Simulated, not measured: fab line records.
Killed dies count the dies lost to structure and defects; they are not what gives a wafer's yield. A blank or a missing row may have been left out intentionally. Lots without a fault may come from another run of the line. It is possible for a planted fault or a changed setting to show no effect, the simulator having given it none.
Which tool did it?	flow gf180mcu	Sampling: 6 lots, 18 wafers, 2 of 602 route steps

== WHAT THE GAUGES READ, wafer by wafer ==
GF_MIM_THK_MEAS_06.
lot	measured	on	MIM_CVD_05_THK (nm)
L213	day 24 17:29	film-metro-03	42.7 42.9 43.1
L215	day 26 05:59	film-metro-02	41.9 41.9 42.8
L217	day 26 11:29	film-metro-04	42.0 42.9 42.1
L220	day 27 12:40	film-metro-03	42.8 42.9 42.1
L225	day 29 00:29	film-metro-03	41.4 42.7 42.4
L234	day 31 00:33	film-metro-04	41.8 42.3 41.5

== WHICH TOOL RAN EACH LOT (tool, then ch and the chambers of the sampled wafers, then the start) ==
lot	GF_MIM_CVD_05
L213	pecvd-02 ch 0,2, day 24 17:26
L215	pecvd-04 ch 0,1,2, day 26 05:57
L217	pecvd-01 ch 0,1, day 26 11:27
L220	pecvd-04 ch 0,1,2, day 27 12:37
L225	pecvd-02 ch 0,1,2, day 29 00:26
L234	pecvd-02 ch 0,1, day 31 00:31
- GF_MIM_CVD_05: deposits Si3N4, target thk 42 nm, time 29.086 s.

== THE ANSWER, worked out from the rows above alone ==
Rule: the lots themselves supply what counts as usual. Put in order of their means at a reading, lots are off if they are a third of the lots or fewer, leave a main group of 4 or more, and stand apart from it by a gap of 3 or more times the standard deviation of the main group's means; of several such gaps the widest counts. The tables above print the reading to a certain number of digits; a main group whose means all agree to those digits is not used. Also off: a lot with no number at a reading for which 4 or more lots have one. All remaining lots with rows at the step are treated as sound.
Across all readings shown, no lot is off: no conclusion can be drawn from this.

== WHAT HAD BEEN PUT IN BY THE SIMULATOR ==
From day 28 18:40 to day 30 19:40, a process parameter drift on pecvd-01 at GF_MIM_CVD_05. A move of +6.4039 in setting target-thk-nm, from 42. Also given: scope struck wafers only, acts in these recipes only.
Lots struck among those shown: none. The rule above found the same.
